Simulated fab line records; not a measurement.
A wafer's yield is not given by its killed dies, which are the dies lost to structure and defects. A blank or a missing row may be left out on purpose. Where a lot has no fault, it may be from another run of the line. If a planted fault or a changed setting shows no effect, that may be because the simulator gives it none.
What tool caused it?    flow sky130    12 lots, 36 wafers sampled, at 3 steps of a route of 708

## WHAT THE GAUGES READ, wafer by wafer
SKY_VT_ADJUST_HVTR_CD_MEAS_07 targets a cd of 380 nm. Usual: cd nm at 380 nm, with a standard deviation of 3.
lot   measured      on         cd nm (nm)   flag
L585  day 9 18:26   cd sem-01  379 377 380  
L586  day 10 00:47  cd sem-01  376 376 374  
L587  day 10 08:41  cd sem-02  379 380 380  
L588  day 10 12:30  cd sem-02  374 377 376  
L589  day 10 23:07  cd sem-02  376 377 374  
L590  day 11 04:20  cd sem-01  382 379 381  
L592  day 11 18:17  cd sem-02  382 383 380  
L594  day 12 08:03  cd sem-01  383 382 380  
L598  day 14 02:13  cd sem-02  378 382 383  
L601  day 14 13:01  cd sem-02  383 384 381  
L604  day 15 19:18  cd sem-01  377 376 376  
L607  day 16 11:48  cd sem-01  384 381 382  

SKY_SONOS_TUNNEL_OVL_MEAS_08. Usual: SONOS_TUNNEL_OVL -0.7 nm, standard deviation 1.6.
lot   measured      on          SONOS_TUNNEL_OVL (nm)  flag
L585  day 11 15:15  overlay-02  -1.0 -0.5 0.2          
L586  day 11 21:29  overlay-02  2.2 1.1 0.3            
L587  day 12 05:17  overlay-02  2.9 2.0 2.3            
L588  day 12 10:36  overlay-01  -0.3 1.1 0.1           
L589  day 12 21:41  overlay-01  0.0 -1.1 0.7           
L590  day 13 04:25  overlay-02  -1.8 -0.3 -1.6         
L592  day 13 19:17  overlay-01  -0.4 -0.7 0.3          
L594  day 14 11:38  overlay-01  -2.2 -2.5 -4.5         
L598  day 16 08:41  overlay-01  -3.3 0.4 -0.9          
L601  day 16 20:44  overlay-01  -1.6 -1.3 -1.2         
L604  day 18 05:25  overlay-01  -2.2 -1.5 -2.1         
L607  day 18 23:04  overlay-02  -1.0 -0.5 -0.7         

## TOOL THAT RAN EACH LOT (tool first, then ch and the chambers of the sampled wafers, then the start)
lot   SKY_VT_ADJUST_LVTN_STRIP_20
L585  plasma asher-01 ch 0,1, day 7 23:49
L586  plasma asher-01 ch 0,1, day 8 06:02
L587  plasma asher-02 ch 0,1, day 8 13:23
L588  plasma asher-03 ch 1, day 8 17:45
L589  plasma asher-02 ch 0,1, day 9 03:51
L590  plasma asher-01 ch 0,1, day 9 09:20
L592  plasma asher-01 ch 0,1, day 9 23:09
L594  plasma asher-03 ch 0, day 10 09:46
L598  plasma asher-01 ch 1, day 12 00:59
L601  plasma asher-02 ch 0,1, day 12 12:00
L604  plasma asher-02 ch 0,1, day 13 14:44
L607  plasma asher-02 ch 0,1, day 14 05:56
- SKY_VT_ADJUST_LVTN_STRIP_20: strips in O2/N2.

## AS READ BY THE TOOLS THEMSELVES (means over the sampled wafers that have a number; for cases with no such wafer, the mark the record gives instead)
SKY_VT_ADJUST_LVTN_STRIP_20. Usual: drypump motor current A 5.6 A, standard deviation 0.64; oes product au 0.715 a.u., standard deviation 0.0045; strip time to endpoint s 14.18 s, standard deviation 0.041.
lot   tool             drypump motor current A (A)  oes product au (a.u.)  strip time to endpoint s (s)  flag
L585  plasma asher-01  5.4                          0.714                  14.17                         
L586  plasma asher-01  5.4                          0.714                  14.17                         
L587  plasma asher-02  5.3                          0.712                  14.24                         
L588  plasma asher-03  4.9                          0.714                  14.20                         
L589  plasma asher-02  5.3                          0.716                  14.19                         
L590  plasma asher-01  5.4                          0.712                  14.21                         
L592  plasma asher-01  5.6                          0.715                  14.12                         
L594  plasma asher-03  6.3                          0.717                  14.14                         
L598  plasma asher-01  5.9                          0.718                  14.15                         
L601  plasma asher-02  5.3                          0.716                  14.20                         
L604  plasma asher-02  5.4                          0.718                  14.16                         
L607  plasma asher-02  5.4                          0.716                  14.12                         

## THE ANSWER, worked out from the rows above alone
Rule: a lot counts as off when the mean over its wafers that have a number is more than 3 standard deviations away from the usual mean. A lot without any number at a reading at which 4 lots or more have one is off too. The other lots that the step has rows for count as sound. First the gauges in route order, then the tools' own readings, where a lot's mean is used as printed above. At the first step where some lot is off, the reading lying furthest off is the one used; lots without a number count as furthest.
No lot is off on any of the readings shown, so nothing can be concluded from this.

## WHAT HAD BEEN PUT IN BY THE SIMULATOR
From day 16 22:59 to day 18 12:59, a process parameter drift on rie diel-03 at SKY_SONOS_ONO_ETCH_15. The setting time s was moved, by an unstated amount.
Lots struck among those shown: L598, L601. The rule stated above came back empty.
